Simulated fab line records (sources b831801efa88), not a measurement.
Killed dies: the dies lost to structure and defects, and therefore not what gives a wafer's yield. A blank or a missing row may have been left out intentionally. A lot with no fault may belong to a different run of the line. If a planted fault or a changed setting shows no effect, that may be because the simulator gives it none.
Chamber matching -- flow sfq_line -- pecvd-04 running SFQ_TRILAYER_I0_DEP_PECVD_027: 3 sister chambers
The step deposits SiO2 from SiH4/N2O, time 111.11 s, target thk 500 nm. 6 wafers are shown with their chamber, then 9 later ones without.

== WAFERS PAIRED WITH THEIR CHAMBERS ==
wafer,chamber,showerhead_vpp_V (V),throttle_valve_pct (%)
L166.4,2,787,25.9
L166.5,0,904,25.7
L166.6,1,810,24.9
L169.1,2,788,25.9
L169.4,0,920,25.4
L169.5,1,805,24.9

== WAFERS MISSING THEIR CHAMBER ==
wafer,showerhead_vpp_V (V),throttle_valve_pct (%)
L178.1,779,26.4
L178.2,903,25.6
L178.5,791,26.2
L180.1,794,26.1
L180.3,822,25.2
L180.6,818,25.1
L181.1,819,25.1
L181.3,924,25.7
L181.4,775,26.4

== THE CHAMBER EACH PASSED THROUGH ==
wafer,from the rows above,in truth
L178.1,2,2
L178.2,0,0
L178.5,2,2
L180.1,2,2
L180.3,1,1
L180.6,1,1
L181.1,1,1
L181.3,0,0
L181.4,2,2
Correctly placed: 9 of 9. Can't be placed from these rows: 0. Placed wrongly: 0.
How it was worked out, from the rows above alone: a wafer's distance from a chamber is the root of the sum, over the readings, of the square of ((its reading less the chamber's mean) divided by the reading's scatter). If the next closest chamber is less than 2 further off than the closest, the wafer can't be placed; otherwise it belongs to the closest. A chamber's mean is the mean of its shown wafers. How the scatter is found: for the shown wafers, subtract from each reading the mean of its chamber, square and add these, divide the total by (wafers less chambers), then take the root.
